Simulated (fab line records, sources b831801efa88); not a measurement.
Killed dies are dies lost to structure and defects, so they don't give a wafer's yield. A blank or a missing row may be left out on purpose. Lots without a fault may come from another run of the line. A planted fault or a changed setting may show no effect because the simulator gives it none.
fab line records | flow sky130
record lots=6 wafers=18 last_day=49
route steps=708 shown VT_ADJUST_HVTR@139 VT_ADJUST_PCH@143 SONOS_TUNNEL@154 PAD_OPEN@708
lots that met no fault: from a run of the same line without faults
start_h: hours from the record's first day to the start of the lot's first wafer shown | wait_h: hours since the lot's step before | " the same as in the row above | L1.1+2: a row that stands for several wafers | - no value, or no start given | * or withheld: withheld | < > ~ a bound
route shown NAME@n: a module of which the file shows steps, and the number in the route of the first | usual: mean/standard deviation of fault-free wafers | same: alike in all rows | chamber/n: place in a boat | sites: the reading at each site | _std_site: their standard deviation | _edge_site: outer sites' mean less inner sites' | radius_mm: how far each site lies from the wafer's centre | mask NAME#n: copy n | behind: the tool/chamber that last shaped the wafer | hold: why the lot was held/for how many hours/how that ended | device: the transistor (n, p or np) that didn't switch | end of line: the same wafers' tests at the end of the route | a step without rows: its recipe alone | killed: dies lost to structure and defects at the first sort, not the wafer's yield | map: a wafer's dies, x killed, . not, _ none there
set.NAME: the setting as run; set.NAME@STEP: as run at that earlier step | model.NAME: the simulator's own value behind a step, which no gauge read
lots at some steps of the route; a table a step, a row a wafer
services: from which hour (start_h, from the record's first day; less than 0 if before it) a tool's chamber was out of use, for how many hours, and why
## steps
# step SKY_VT_ADJUST_HVTR_OVL_MEAS_08
# usual VT_ADJUST_HVTR_OVL=-0.6/1.5
# columns lot.wafer tool chamber start_h wait_h VT_ADJUST_HVTR_OVL[nm]
L108.2 overlay-02 - 223.73 0.1 -0.1
L108.5 " - " " -2.8
L108.6 " - " " -1.3
L110.1 overlay-02 - 227.07 0.1 -0.1
L110.2 " - " " 1.9
L110.3 " - " " 0.2
L113.3 overlay-01 - 245.15 0.1 0.7
L113.5 " - " " -0.1
L113.6 " - " " 0.6
L112.4 overlay-02 - 246.04 0.1 0.9
L112.5 " - " " 0.2
L112.6 " - " " 0.6
L122.1 overlay-01 - 309.51 0.1 0.1
L122.5 " - " " 0.6
L122.6 " - " " 0.7
L126.3 overlay-01 - 339.19 0.1 0.8
L126.4 " - " " 1.4
L126.5 " - " " 0.9
# step SKY_VT_ADJUST_HVTR_IMPLANT_09
# recipe species=B energy_kev=10 dose_cm2=2.1e+12 tilt_deg=withheld
# step SKY_VT_ADJUST_HVTR_STRIP_10
# recipe chemistry=O2/N2 power_w=1400 pressure_mtorr=1500 platen_temp_c=withheld o2_flow_sccm=3000 n2_flow_sccm=300 overash_fraction=0.5
# usual drypump_motor_current_A=5.8/0.32 oes_product_au=0.716/0.0041 strip_time_to_endpoint_s=14.297/0.028
# columns lot.wafer tool chamber start_h wait_h drypump_motor_current_A oes_product_au rf_hours_counter_h strip_time_to_endpoint_s
L108.2 plasma_asher-03 1 223.91 0.1 5.4 0.719 40 14.283
L108.5 " 1 " " 5.4 0.721 - 14.299
L108.6 " 0 " " 5.7 0.720 - 14.300
L110.1 plasma_asher-04 1 227.26 0.1 6.2 0.718 54 14.299
L110.2 " 0 " " 5.6 0.714 54 14.276
L110.3 " 0 " " 5.6 0.714 - 14.267
L113.3 plasma_asher-04 0 245.35 0.1 5.6 0.717 - 14.293
L113.5 " 0 " " 5.6 0.709 - 14.278
L113.6 " 1 " " 6.2 0.721 - 14.298
L112.4 plasma_asher-01 0 246.24 0.1 6.0 0.715 - 14.273
L112.5 " 1 " " 6.3 0.716 - 14.272
L112.6 " 0 " " 6.0 0.719 - 14.296
L122.1 plasma_asher-04 1 309.83 0.1 6.2 0.710 62 14.340
L122.5 " 1 " " 6.2 0.725 - 14.351
L122.6 " 0 " " 5.6 0.724 - 14.301
L126.3 plasma_asher-03 0 339.39 0.1 5.6 0.720 - 14.285
L126.4 " 1 " " 5.4 0.720 - 14.285
L126.5 " 1 " " 5.4 0.713 - 14.293
# step SKY_VT_ADJUST_HVTR_TW_MEAS_11
# usual VT_ADJUST_HVTR_TW=212.1/1.5
# columns lot.wafer tool chamber start_h wait_h VT_ADJUST_HVTR_TW
L108.2 film_metro-04 - 224.02 0.1 211.9
L108.5 " - " " 209.4
L108.6 " - " " 210.5
L110.1 film_metro-01 - 227.36 0.1 213.1
L110.2 " - " " 212.9
L110.3 " - " " 212.5
L113.3 film_metro-03 - 245.44 0.1 212.4
L113.5 " - " " 213.3
L113.6 " - " " 211.8
L112.4 film_metro-04 - 246.34 0.1 211.1
L112.5 " - " " 210.0
L112.6 " - " " 209.9
L122.1 film_metro-03 - 309.93 0.1 213.5
L122.5 " - " " 213.7
L122.6 " - " " 212.8
L126.3 film_metro-04 - 339.48 0.1 210.1
L126.4 " - " " 210.4
L126.5 " - " " 211.0
# step SKY_VT_ADJUST_PCH_DEHYDRATE_00
# recipe temp_c=200 time_s=60
# step SKY_VT_ADJUST_PCH_HMDS_01
# recipe prime_time_s=60 prime_temp_c=120
# step SKY_VT_ADJUST_PCH_COAT_02
# recipe spin_rpm=2000 resist_thk_nm=3000
# step SKY_VT_ADJUST_PCH_SOFTBAKE_03
# recipe temp_c=110 time_s=withheld
# step SKY_VT_ADJUST_PCH_EXPOSE_04
# recipe mask_id=NWM na=0.6 source_shape=conventional sigma_outer=0.6 polarization=unpolarized target_cd_nm=840 dose_mj=255
# step SKY_VT_ADJUST_PCH_PEB_05
# recipe temp_c=115 time_s=withheld
# step SKY_VT_ADJUST_PCH_DEVELOP_06
# recipe wall_angle_deg=90 developer=TMAH develop_time_s=60 dev_temp_c=23
# step SKY_VT_ADJUST_PCH_OVL_MEAS_07
# usual VT_ADJUST_PCH_OVL=0.2/1.1
# columns lot.wafer tool chamber start_h wait_h VT_ADJUST_PCH_OVL[nm]
L108.2 overlay-01 - 246.53 - -0.9
L108.5 " - " " 0.0
L108.6 " - " " 3.0
L110.1 overlay-01 - 250.77 - -0.9
L110.2 " - " " 1.2
L110.3 " - " " 2.0
L113.3 overlay-02 - 269.07 - -0.8
L113.5 " - " " -0.5
L113.6 " - " " 1.2
L112.4 overlay-02 - 269.94 - -2.1
L112.5 " - " " -2.0
L112.6 " - " " 0.0
L122.1 overlay-01 - 332.37 - 1.1
L122.5 " - " " 1.5
L122.6 " - " " 1.7
L126.3 overlay-01 - 366.08 - -1.2
L126.4 " - " " -0.7
L126.5 " - " " -0.7
# step SKY_VT_ADJUST_PCH_IMPLANT_08
# recipe species=B energy_kev=10 dose_cm2=5e+11 tilt_deg=withheld
# usual dose_ions_cm2=5e+11/5.8e+08 faraday_current_uA=2.82/0.058
# columns lot.wafer tool chamber start_h wait_h dose_ions_cm2 faraday_current_uA
L108.2 implanter-03 0 246.58 0.0 4.999e+11 2.83
L108.5 " 0 " " 5.011e+11 2.80
L108.6 " 0 " " 5.002e+11 2.85
L110.1 implanter-02 0 250.81 0.0 5.001e+11 2.81
L110.2 " 0 " " 5.001e+11 2.81
L110.3 " 0 " " 4.999e+11 2.80
L113.3 implanter-02 0 269.14 0.1 3.464e+11 1.98
L113.5 " 0 " " 3.461e+11 1.98
L113.6 " 0 " " 3.469e+11 1.96
L112.4 implanter-02 0 270.03 0.1 3.465e+11 1.96
L112.5 " 0 " " 3.462e+11 1.92
L112.6 " 0 " " 3.459e+11 1.93
L122.1 implanter-03 0 332.40 0.0 4.996e+11 2.84
L122.5 " 0 " " 5.001e+11 2.83
L122.6 " 0 " " 4.999e+11 2.86
L126.3 implanter-01 0 366.16 0.1 5.006e+11 2.81
L126.4 " 0 " " 5.002e+11 2.94
L126.5 " 0 " " 5.005e+11 2.83
# step SKY_VT_ADJUST_PCH_STRIP_09
# recipe chemistry=O2/N2 power_w=1400 pressure_mtorr=1500 platen_temp_c=withheld o2_flow_sccm=3000 n2_flow_sccm=300 overash_fraction=0.5
# usual drypump_motor_current_A=5.77/0.27 oes_product_au=0.722/0.0045 strip_time_to_endpoint_s=36.88/0.14
# columns lot.wafer tool chamber start_h wait_h drypump_motor_current_A oes_product_au rf_hours_counter_h strip_time_to_endpoint_s
L108.2 plasma_asher-03 1 246.71 0.1 5.43 0.721 41 36.77
L108.5 " 1 " " 5.42 0.723 - 36.73
L108.6 " 0 " " 5.64 0.724 - 36.82
L110.1 plasma_asher-04 1 250.96 0.1 6.18 0.724 57 36.92
L110.2 " 0 " " 5.61 0.726 57 36.90
L110.3 " 1 " " 6.14 0.724 - 36.91
L113.3 plasma_asher-02 0 269.27 0.1 5.63 0.724 - 36.92
L113.5 " 0 " " 5.62 0.721 - 36.82
L113.6 " 1 " " 5.81 0.724 - 36.98
L112.4 plasma_asher-04 0 270.14 0.1 5.58 0.725 - 36.91
L112.5 " 1 " " 6.17 0.729 - 37.01
L112.6 " 0 " " 5.60 0.724 - 37.02
L122.1 plasma_asher-02 1 332.55 0.1 5.83 0.728 67 36.96
L122.5 " 1 " " 5.77 0.725 - 36.98
L122.6 " 0 " " 5.62 0.723 - 36.94
L126.3 plasma_asher-03 0 366.29 0.1 5.67 0.722 - 36.86
L126.4 " 1 " " 5.43 0.719 - 36.86
L126.5 " 0 " " 5.67 0.728 - 36.78
# step SKY_VT_ADJUST_PCH_TW_MEAS_10
# usual VT_ADJUST_PCH_TW=142.7/1.2
# columns lot.wafer tool chamber start_h wait_h VT_ADJUST_PCH_TW
L108.2 film_metro-03 - 246.82 0.1 143.1
L108.5 " - " " 143.8
L108.6 " - " " 143.8
L110.1 film_metro-02 - 251.06 0.1 141.5
L110.2 " - " " 141.0
L110.3 " - " " 141.2
L113.3 film_metro-03 - 269.36 0.1 130.6
L113.5 " - " " 130.4
L113.6 " - " " 130.5
L112.4 film_metro-03 - 270.24 0.1 130.9
L112.5 " - " " 131.2
L112.6 " - " " 131.4
L122.1 film_metro-04 - 332.65 0.1 142.1
L122.5 " - " " 142.3
L122.6 " - " " 141.9
L126.3 film_metro-03 - 366.38 0.1 143.2
L126.4 " - " " 143.0
L126.5 " - " " 142.5
# step SKY_SONOS_TUNNEL_DEHYDRATE_00
# recipe temp_c=200 time_s=60
# step SKY_PAD_OPEN_PROBE_99
# usual killed_at_M0_to_M3=43/7.5 killed_at_M4_up=3.0/1.6 killed_at_contacts=23/5.8 killed_at_front_end=14/4.8 killed_at_other=0.3/0.52 killed_dies=84/9.1 killed_open=47/7.2 killed_short=37/5.8
# same gross_dies=492 killed_at_back_side=0
# columns lot.wafer tool chamber start_h wait_h killed_at_M0_to_M3 killed_at_M4_up killed_at_contacts killed_at_front_end killed_at_other killed_dies killed_open killed_short model.etest.pfet_01v8_lvt.drive_ua_um model.etest.pfet_g5v0d10v5.off_log10_a_um model.etest.pfet_01v8_lvt.off_log10_a_um model.etest.pfet_g5v0d10v5.vt_sat_v model.etest.pfet_16v.vt_v model.etest.pfet_g5v0d10v5.vt_v model.etest.pfet_g5v0d10v5.vt_long_v model.etest.pfet_01v8_lvt.vt_sat_v
L108.2 prober-01 - 1096.06 0.1 59 2 24 17 0 102 48 54 175.5 -12.6 -8.816 -0.6365 -1.089 -0.8287 -0.9163 -0.4328
L108.5 prober-01 - 1096.21 0.2 49 3 18 9 0 79 43 36 174.5 -12.7 -8.847 -0.6591 -1.106 -0.8537 -0.9373 -0.4331
L108.6 prober-01 - 1096.26 0.2 54 1 19 19 1 94 56 38 174 -12.54 -8.928 -0.6389 -1.098 -0.8277 -0.9212 -0.4431
L110.1 prober-02 - 1096.97 0.1 40 3 28 15 0 86 53 33 173.4 -12.6 -8.352 -0.6391 -1.087 -0.8236 -0.9263 -0.4182
L110.2 prober-02 - 1097.02 0.1 47 2 20 12 0 81 50 31 172.2 -12.93 -8.489 -0.6554 -1.095 -0.842 -0.9279 -0.4212
L110.3 prober-02 - 1097.07 0.2 52 4 16 11 0 83 37 46 177.1 -12.39 -8.405 -0.6189 -1.081 -0.8102 -0.9143 -0.406
L112.4 prober-01 - 1136.12 0.2 45 0 19 21 0 85 46 39 174.9 -12.92 -8.877 -0.686 -1.154 -0.8829 -0.9747 -0.4578
L112.5 prober-01 - 1136.17 0.2 39 3 31 17 1 91 52 39 175 -12.99 -8.977 -0.6645 -1.145 -0.8575 -0.9684 -0.4598
L112.6 prober-01 - 1136.22 0.2 51 4 21 19 0 95 55 40 171.6 -13.16 -8.991 -0.6979 -1.157 -0.8841 -0.9804 -0.4609
L113.3 prober-01 - 1137.57 0.2 40 3 24 27 0 94 52 42 168.8 -13.37 -9.171 -0.7295 -1.164 -0.8995 -0.9866 -0.4724
L113.5 prober-01 - 1137.67 0.2 41 2 17 17 1 78 47 31 173.8 -13.07 -8.881 -0.7083 -1.16 -0.8935 -0.9772 -0.4606
L113.6 prober-01 - 1137.72 0.2 43 5 17 20 1 86 42 44 173.6 -13.22 -9.057 -0.7161 -1.159 -0.898 -0.9805 -0.4635
L122.1 prober-01 - 1160.50 0.1 48 3 24 12 0 87 46 41 179.3 -11.91 -8.387 -0.5815 -1.076 -0.7986 -0.9075 -0.3995
L122.5 prober-01 - 1160.70 0.2 41 5 19 11 0 76 38 38 177.9 -12.31 -8.416 -0.6233 -1.09 -0.8411 -0.9191 -0.4022
L122.6 prober-01 - 1160.75 0.2 36 6 14 15 1 72 37 35 175.1 -12.17 -8.481 -0.5963 -1.095 -0.8033 -0.9253 -0.4124
L126.3 prober-01 - 1184.08 0.2 64 2 15 10 0 91 51 40 174.1 -12.58 -8.692 -0.6408 -1.109 -0.8367 -0.9349 -0.4327
L126.4 prober-01 - 1184.13 0.2 47 3 20 15 0 85 49 36 178.2 -12.34 -8.758 -0.6153 -1.111 -0.814 -0.9412 -0.4329
L126.5 prober-01 - 1184.18 0.2 51 1 13 12 0 77 50 27 174.6 -12.71 -8.776 -0.6362 -1.109 -0.829 -0.9459 -0.4467
# killed by level:class
L108.2 VIA1:geometric_particle:open=14 METAL1:geometric_particle:short=13 CONTACT:geometric_particle:open=10 VIA1:geometric_particle:short=9 FIELD_ISO:geometric_particle:open=5 METAL2:geometric_particle:short=5 METAL3:geometric_particle:short=5 FIELD_ISO:geometric_particle:short=4
L108.5 METAL1:geometric_particle:short=9 VIA1:geometric_particle:open=9 LI_CONTACT:geometric_particle:open=8 VIA2:geometric_particle:open=8 VIA3:geometric_particle:open=8 CONTACT:geometric_particle:open=5 VIA1:geometric_particle:short=5 FIELD_ISO:geometric_particle:short=4
L108.6 VIA3:geometric_particle:open=9 VIA1:geometric_particle:open=8 METAL2:geometric_particle:short=8 FIELD_ISO:geometric_particle:open=7 LI_CONTACT:geometric_particle:open=7 CONTACT:geometric_particle:open=6 VIA2:geometric_particle:open=6 FIELD_ISO:geometric_particle:short=5
L110.1 VIA1:geometric_particle:open=16 CONTACT:geometric_particle:open=12 LI_CONTACT:geometric_particle:open=7 VIA2:geometric_particle:open=6 METAL1:geometric_particle:short=5 FIELD_ISO:geometric_particle:short=4 POLY_GATE:geometric_particle:short=4 POLY_GATE:geometric_particle:open=4
L110.2 VIA1:geometric_particle:open=17 METAL1:geometric_particle:short=7 LI_CONTACT:geometric_particle:open=6 CONTACT:geometric_particle:open=5 FIELD_ISO:geometric_particle:open=4 POLY_GATE:geometric_particle:open=4 LI_CONTACT:geometric_particle:short=4 METAL2:geometric_particle:short=4
L110.3 METAL2:geometric_particle:short=12 VIA1:geometric_particle:open=11 METAL1:geometric_particle:short=7 CONTACT:geometric_particle:short=6 CONTACT:geometric_particle:open=6 VIA3:geometric_particle:open=6 VIA1:geometric_particle:short=5 VIA2:geometric_particle:open=5
L112.4 METAL1:geometric_particle:short=9 CONTACT:geometric_particle:open=8 VIA1:geometric_particle:open=8 VIA2:geometric_particle:open=6 POLY_GATE:geometric_particle:open=6 VIA3:geometric_particle:open=6 FIELD_ISO:geometric_particle:short=5 POLY_GATE:geometric_particle:short=5
L112.5 CONTACT:geometric_particle:open=10 VIA1:geometric_particle:open=10 LOCAL_INTERCONNECT:geometric_particle:short=7 VIA3:geometric_particle:open=7 POLY_GATE:geometric_particle:open=6 FIELD_ISO:geometric_particle:short=5 LI_CONTACT:geometric_particle:short=5 LI_CONTACT:geometric_particle:open=4
L112.6 VIA3:geometric_particle:open=13 CONTACT:geometric_particle:open=12 METAL2:geometric_particle:short=8 FIELD_ISO:geometric_particle:open=7 METAL1:geometric_particle:short=6 VIA1:geometric_particle:short=6 VIA2:geometric_particle:open=6 LI_CONTACT:geometric_particle:open=5
L113.3 VIA1:geometric_particle:open=9 POLY_GATE:geometric_particle:open=8 FIELD_ISO:geometric_particle:open=7 LI_CONTACT:geometric_particle:open=6 CONTACT:geometric_particle:open=6 CONTACT:geometric_particle:short=5 VIA1:geometric_particle:short=5 POLY_GATE:geometric_particle:short=4
L113.5 VIA1:geometric_particle:open=13 VIA3:geometric_particle:open=8 CONTACT:geometric_particle:open=6 LI_CONTACT:geometric_particle:open=6 METAL2:geometric_particle:short=6 FIELD_ISO:geometric_particle:short=5 POLY_GATE:geometric_particle:open=5 VIA2:geometric_particle:open=5
L113.6 FIELD_ISO:geometric_particle:short=9 VIA1:geometric_particle:open=9 VIA2:geometric_particle:open=8 VIA3:geometric_particle:open=7 CONTACT:geometric_particle:open=6 METAL1:geometric_particle:short=6 LI_CONTACT:geometric_particle:open=5 METAL4:geometric_particle:short=5
L122.1 VIA1:geometric_particle:open=12 VIA2:geometric_particle:short=8 METAL2:geometric_particle:short=7 LI_CONTACT:geometric_particle:open=7 VIA3:geometric_particle:open=7 CONTACT:geometric_particle:short=6 CONTACT:geometric_particle:open=6 FIELD_ISO:geometric_particle:short=3
L122.5 VIA1:geometric_particle:open=11 LI_CONTACT:geometric_particle:open=7 VIA1:geometric_particle:short=7 CONTACT:geometric_particle:open=6 METAL2:geometric_particle:short=6 VIA2:geometric_particle:short=6 CONTACT:geometric_particle:short=3 METAL1:geometric_particle:short=3
L122.6 VIA1:geometric_particle:open=9 VIA2:geometric_particle:open=7 CONTACT:geometric_particle:open=5 METAL3:geometric_particle:short=5 FIELD_ISO:geometric_particle:short=4 POLY_GATE:geometric_particle:open=4 VIA1:geometric_particle:short=4 METAL2:geometric_particle:short=4
L126.3 VIA1:geometric_particle:open=12 VIA2:geometric_particle:open=11 METAL1:geometric_particle:short=10 LI_CONTACT:geometric_particle:open=7 METAL2:geometric_particle:short=7 CONTACT:geometric_particle:open=6 VIA1:geometric_particle:short=6 VIA2:geometric_particle:short=6
L126.4 VIA2:geometric_particle:open=10 VIA1:geometric_particle:open=9 CONTACT:geometric_particle:open=9 VIA3:geometric_particle:open=6 FIELD_ISO:geometric_particle:short=5 VIA2:geometric_particle:short=5 CONTACT:geometric_particle:short=5 FIELD_ISO:geometric_particle:open=4
L126.5 VIA1:geometric_particle:open=16 CONTACT:geometric_particle:open=7 VIA3:geometric_particle:open=7 LI_CONTACT:geometric_particle:open=5 VIA1:geometric_particle:short=5 METAL3:geometric_particle:short=4 METAL1:geometric_particle:short=4 VIA2:geometric_particle:open=4
## services
# columns tool chamber start_h hours kind
plasma_asher-01 - 212.78 2.8 pm
plasma_asher-03 - 230.72 14.6 pm
implanter-01 - 263.06 2.5 pm
implanter-02 - 284.74 7.9 pm
plasma_asher-02 - 307.86 1.8 repair
implanter-02 - 343.62 29.6 pm
plasma_asher-01 - 360.87 1.6 repair
## key
first_sign step=SKY_VT_ADJUST_PCH_IMPLANT_08 reading=dose_ions_cm2 direction=down sigmas=99+ usual=* struck=*
effect step=SKY_VT_ADJUST_PCH_IMPLANT_08 reading=faraday_current_uA direction=down sigmas=15 usual=2.82 struck=1.95
effect step=SKY_VT_ADJUST_PCH_TW_MEAS_10 reading=VT_ADJUST_PCH_TW direction=down sigmas=9.7 usual=142.7 struck=130.8
model_effect step=SKY_PAD_OPEN_PROBE_99 value=etest.pfet_01v8_lvt.drive_ua_um without=178.1 struck=173
met_at SKY_VT_ADJUST_PCH_IMPLANT_08
struck_wafers L112.4,L112.5,L112.6,L113.3,L113.5,L113.6
tester_left_out L112,L113
onset_between 250.81 269.14
fault kind=process_parameter_drift tool=implanter-02 chamber=- onset_h=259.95 steps=SKY_VT_ADJUST_PCH_IMPLANT_08 channel=dose_cm2 offset=* shape=step end_h=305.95 acts_in=* stated=*
# tester_left_out: of these lots the tester's yield and bins aren't shown, on N5 and GAA mostly nor the transistor test; their killed dies are dies lost to structure and defects alone, not to doping, threshold or leakage, so they don't give the yield
